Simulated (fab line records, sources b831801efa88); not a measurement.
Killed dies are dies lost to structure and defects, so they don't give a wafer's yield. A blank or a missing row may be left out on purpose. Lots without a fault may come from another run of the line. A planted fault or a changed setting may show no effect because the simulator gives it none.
Which tool did it? | flow gf180mcu | 7 lots, 21 wafers sampled, at 1 step of a route of 602

WHAT THE GAUGES READ, wafer by wafer
GF_HV_LDD_OVL_MEAS_20.
lot  | measured     | on         | HV_LDD_01_OVL (nm)
L349 | day 12 13:01 | overlay-01 | 0.5 -0.4 -1.3
L351 | day 13 02:25 | overlay-02 | -2.4 -1.1 -1.7
L356 | day 14 16:40 | overlay-01 | -0.2 -2.0 -1.8
L359 | day 15 15:29 | overlay-01 | -0.9 1.9 0.4
L361 | day 16 09:56 | overlay-02 | -0.3 0.0 -0.4
L364 | day 17 15:08 | overlay-01 | 0.3 0.5 -0.1
L366 | day 17 23:25 | overlay-01 | -0.9 -0.7 -2.4

WHICH TOOL RAN EACH LOT (tool, then ch and the chambers of the sampled wafers, then the start)
The record holds no process step before these readings.

THE ANSWER, worked out from the rows above alone
Rule: what is usual is taken from the lots themselves. Put in order of their means at a reading, lots are off if they are a third of the lots or fewer, leave a main group of 4 or more, and stand apart from it by a gap of 3 or more times the standard deviation of the main group's means; of several such gaps the widest counts. A main group whose means are all the same, to the digits that the tables above print for the reading, isn't used. A lot without any number at a reading at which 4 lots or more have one is off too. The other lots that the step has rows for count as sound.
No lot is off at any reading shown: from this, nothing can be told.

WHAT THE SIMULATOR HAD PUT IN
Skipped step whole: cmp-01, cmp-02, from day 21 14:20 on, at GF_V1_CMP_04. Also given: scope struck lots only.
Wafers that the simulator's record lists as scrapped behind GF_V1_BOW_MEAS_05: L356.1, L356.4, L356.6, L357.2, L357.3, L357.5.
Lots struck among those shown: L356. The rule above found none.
